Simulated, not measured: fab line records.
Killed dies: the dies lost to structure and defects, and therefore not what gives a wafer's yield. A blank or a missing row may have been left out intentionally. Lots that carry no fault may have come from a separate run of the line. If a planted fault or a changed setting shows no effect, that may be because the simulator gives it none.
Matching of chambers || flow sky130 || cmp-01 running SKY_VIA1_CMP_02: 4 sister chambers
The step polishes SiO2. 8 wafers are shown with their chamber, then 9 later ones without.

== WAFERS WITH THEIR CHAMBER ==
{"wafer": "L783.3", "chamber": 1, "motorCurrentA (A)": 13.7}
{"wafer": "L787.1", "chamber": 1, "motorCurrentA (A)": 14.4}
{"wafer": "L787.2", "chamber": 3, "motorCurrentA (A)": 12.9}
{"wafer": "L789.2", "chamber": 2, "motorCurrentA (A)": 12.3}
{"wafer": "L789.6", "chamber": 0, "motorCurrentA (A)": 13.3}
{"wafer": "L793.1", "chamber": 2, "motorCurrentA (A)": 12.1}
{"wafer": "L793.2", "chamber": 3, "motorCurrentA (A)": 12.8}
{"wafer": "L793.3", "chamber": 0, "motorCurrentA (A)": 12.7}

== WAFERS WITHOUT THEIR CHAMBER ==
{"wafer": "L799.2", "motorCurrentA (A)": 13.0}
{"wafer": "L799.3", "motorCurrentA (A)": 14.1}
{"wafer": "L799.6", "motorCurrentA (A)": 12.5}
{"wafer": "L801.1", "motorCurrentA (A)": 12.6}
{"wafer": "L801.2", "motorCurrentA (A)": 12.4}
{"wafer": "L801.5", "motorCurrentA (A)": 12.2}
{"wafer": "L802.1", "motorCurrentA (A)": 14.2}
{"wafer": "L802.2", "motorCurrentA (A)": 12.3}
{"wafer": "L802.6", "motorCurrentA (A)": 12.9}

== WHICH CHAMBER EACH WENT THROUGH ==
{"wafer": "L799.2", "from the rows above": "can't be placed: 0 or 3", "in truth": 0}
{"wafer": "L799.3", "from the rows above": 1, "in truth": 1}
{"wafer": "L799.6", "from the rows above": "can't be placed: 2 or 3 or 0", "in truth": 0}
{"wafer": "L801.1", "from the rows above": "can't be placed: 3 or 0 or 2", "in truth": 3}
{"wafer": "L801.2", "from the rows above": "can't be placed: 2 or 3 or 0", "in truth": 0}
{"wafer": "L801.5", "from the rows above": "can't be placed: 2 or 3", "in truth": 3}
{"wafer": "L802.1", "from the rows above": 1, "in truth": 1}
{"wafer": "L802.2", "from the rows above": "can't be placed: 2 or 3 or 0", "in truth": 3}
{"wafer": "L802.6", "from the rows above": "can't be placed: 3 or 0 or 2", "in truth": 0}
Correctly placed: 2 of 9. Cannot be placed on the basis of these rows: 7; the candidates contain the true chamber in 7. Wrongly placed: 0.
How it was worked out, from the rows above alone: a wafer's distance from a chamber is the root of the sum, over the readings, of the square of ((its reading less the chamber's mean) divided by the reading's scatter). If the next closest chamber is less than 2 further off than the closest, the wafer can't be placed; otherwise it belongs to the closest. For every chamber, the mean is computed from those of its wafers that are shown. The scatter is the square root of a quotient: the sum, over the shown wafers, of each reading's squared deviation from its chamber's mean, divided by wafers minus chambers.
